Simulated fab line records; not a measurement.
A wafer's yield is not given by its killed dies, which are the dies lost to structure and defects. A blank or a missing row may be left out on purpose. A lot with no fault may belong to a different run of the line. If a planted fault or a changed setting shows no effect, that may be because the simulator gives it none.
Which tool is to blame? ; flow gf180mcu ; at 1 step of a route of 602, 7 lots with 21 wafers sampled

## WHAT THE GAUGES READ, wafer by wafer
GF_V2_OVL_MEAS_15.
lot;measured;on;V2_OVL (nm)
L775;day 20 19:13;overlay-01;-3 -6 -3
L778;day 22 01:16;overlay-01;5 2 3
L788;day 25 09:17;overlay-02;2 -8 -1
L790;day 25 20:27;overlay-02;2 9 3
L793;day 26 15:43;overlay-01;-5 2 -1
L795;day 27 11:11;overlay-01;-1 4 3
L797;day 28 00:17;overlay-02;-7 -3 -9

## WHICH TOOL RAN EACH LOT (tool, then ch and the chambers of the sampled wafers, then the start)
There is no process step in the record ahead of these readings.

## THE ANSWER, worked out from the rows above alone
Rule: the lots themselves supply what counts as usual. Put in order of their means at a reading, lots are off if they are a third of the lots or fewer, leave a main group of 4 or more, and stand apart from it by a gap of 3 or more times the standard deviation of the main group's means; of several such gaps the widest counts. Not used: any main group whose means are identical at the precision the tables above print for the reading. Also off: a lot with no number at a reading for which 4 or more lots have one. The other lots that the step has rows for count as sound.
No lot is off at any reading shown: from this, nothing can be told.

## WHAT THE SIMULATOR HAD PUT IN
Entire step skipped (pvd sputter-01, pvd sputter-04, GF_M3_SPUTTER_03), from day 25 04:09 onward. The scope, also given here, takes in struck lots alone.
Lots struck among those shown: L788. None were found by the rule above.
